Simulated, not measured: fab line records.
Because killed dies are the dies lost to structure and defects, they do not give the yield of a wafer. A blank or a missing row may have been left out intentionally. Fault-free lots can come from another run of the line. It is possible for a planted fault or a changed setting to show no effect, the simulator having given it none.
Tool commonality check ; flow sky130 ; 36 wafers sampled across 12 lots

WHY IT WAS OPENED
At SKY_POLY_GATE_THK_MEAS_21 the reading POLY_GATE_OXIDATION_THK is flagged on 3 of 12 lots. Fault-free wafers read 3.99 nm, with a standard deviation of 0.092.
Rule: a lot gets a flag if all its wafers with a number sit over 4 standard deviations from that mean, or if no wafer of it has a number. The other lots count as sound.

lot;measured;on;POLY_GATE_OXIDATION_THK (nm), wafer by wafer;flag
L654;day 17 01:47;film metro-01;3.94 3.87 3.95;
L656;day 18 03:29;film metro-03;4.02 4.06 4.07;
L657;day 18 06:14;film metro-01;4.11 4.16 4.13;
L658;day 18 16:55;film metro-02;4.07 4.06 4.02;
L659;day 19 01:58;film metro-03;4.15 4.18 4.28;
L661;day 19 13:02;film metro-03;3.94 3.92 3.95;
L665;day 21 02:58;film metro-01;3.98 4.02 3.98;
L666;day 21 12:46;film metro-02;3.97 4.01 3.95;
L667;day 21 22:48;film metro-01;6.34 6.31 6.43;FLAGGED
L671;day 23 10:28;film metro-01;4.03 4.03 4.01;
L674;day 24 13:02;film metro-03;6.69 6.72 6.65;FLAGGED
L676;day 25 10:24;film metro-02;6.55 6.53 6.61;FLAGGED
The mean of the flagged lots' numbers is 6.54 nm, +2.55 nm from the usual (+28 standard deviations).

LOT BY LOT: THE TOOL USED
The record keeps 1 process step preceding the reading, out of 708 steps on the route. Each cell gives the tool, then ch followed by the chambers the sampled wafers passed through, then the start.
lot;flag;SKY_POLY_GATE_OXIDATION_20
L654;;furnace-01 ch 0, day 17 00:32
L656;;furnace-02 ch 0, day 18 02:14
L657;;furnace-02 ch 0, day 18 04:59
L658;;furnace-01 ch 0, day 18 15:40
L659;;furnace-01 ch 0, day 19 00:43
L661;;furnace-02 ch 0, day 19 11:46
L665;;furnace-02 ch 0, day 21 01:43
L666;;furnace-02 ch 0, day 21 11:30
L667;FLAGGED;furnace-01 ch 0, day 21 19:13 and furnace-02 ch 0, day 21 21:32
L671;;furnace-01 ch 0, day 23 09:13
L674;FLAGGED;furnace-01 ch 0, day 24 09:58
L676;FLAGGED;furnace-01 ch 0, day 25 07:44
What these steps do:
- SKY_POLY_GATE_OXIDATION_20: stabilise 600 s, purge 300 s, target thk 4 nm.
- SKY_POLY_GATE_THK_MEAS_21

FLAGGED OVER TOTAL, TOOL BY TOOL (the gauges that took the reading come last)
step;tool;lots run;flagged;share of the flagged lots;sound lots run after its first flagged lot
SKY_POLY_GATE_OXIDATION_20;furnace-01;7;3;all;1 (L671)
SKY_POLY_GATE_OXIDATION_20;furnace-02;6;1;some;0
SKY_POLY_GATE_THK_MEAS_21;film metro-01;5;1;some;1 (L671)
SKY_POLY_GATE_THK_MEAS_21;film metro-02;3;1;some;0
SKY_POLY_GATE_THK_MEAS_21;film metro-03;4;1;some;0

WHAT THE TABLE ALLOWS
Rows of the table that ran each flagged lot: 1, that is furnace-01 at SKY_POLY_GATE_OXIDATION_20.
- furnace-01 at SKY_POLY_GATE_OXIDATION_20 ran 7 lots, 3 of them flagged. After the first flagged lot (L671), sound lots still ran on it; a lasting fault on the whole tool would not permit that.
None of the table's rows ran every flagged lot and, after the first, no sound lot.

WHAT THE SIMULATOR PUT IN
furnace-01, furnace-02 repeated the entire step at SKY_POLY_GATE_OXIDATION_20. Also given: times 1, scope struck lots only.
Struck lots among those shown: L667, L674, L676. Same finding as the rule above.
